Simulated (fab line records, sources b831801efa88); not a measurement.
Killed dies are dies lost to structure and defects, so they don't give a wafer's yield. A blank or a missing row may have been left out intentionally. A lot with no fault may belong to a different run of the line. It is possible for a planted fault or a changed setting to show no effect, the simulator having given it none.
Chamber matching    flow sfq line    4 sister chambers for SFQ_TRILAYER_I0_CMP_CMP_028 on cmp-02
The step polishes SiO2. 7 wafers are shown with their chamber, then 7 later ones without.

## WAFERS WITH THEIR CHAMBER
wafer   chamber  motor current A (A)  time to endpoint s (s)
L774.3  2        9.7                  212
L776.2  2        9.6                  201
L776.4  0        9.1                  218
L785.2  3        10.3                 204
L785.5  1        10.2                 232
L786.4  1        10.5                 215
L786.2  3        10.2                 201

## WAFERS WITH NO CHAMBER GIVEN
wafer   motor current A (A)  time to endpoint s (s)
L786.5  10.0                 217
L787.1  9.7                  225
L787.2  9.9                  209
L787.6  8.5                  227
L789.1  10.1                 205
L789.3  9.0                  209
L789.5  9.2                  226

## EACH ONE'S CHAMBER
wafer    from the rows above            in truth
L786.5   can't be placed: 3 or 1 or 2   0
L787.1   2                              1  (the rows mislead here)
L787.2   can't be placed: 2 or 3 or 1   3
L787.6   0                              0
L789.1   can't be placed: 3 or 1        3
L789.3   0                              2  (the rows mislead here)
L789.5   0                              0
2 of 7 placed correctly. From these rows, 3 cannot be placed; in 2 the true chamber is one of the candidates. Wrongly placed: 2.
How it was worked out, from the rows above alone: a wafer's distance from a chamber is the root of the sum, over the readings, of the square of ((its reading less the chamber's mean) divided by the reading's scatter). The wafer belongs to the nearest chamber; if the next one is less than 2 further off, it can't be placed. The mean given for a chamber averages the wafers shown for that chamber. How the scatter is found: for the shown wafers, subtract from each reading the mean of its chamber, square and add these, divide the total by (wafers less chambers), then take the root.
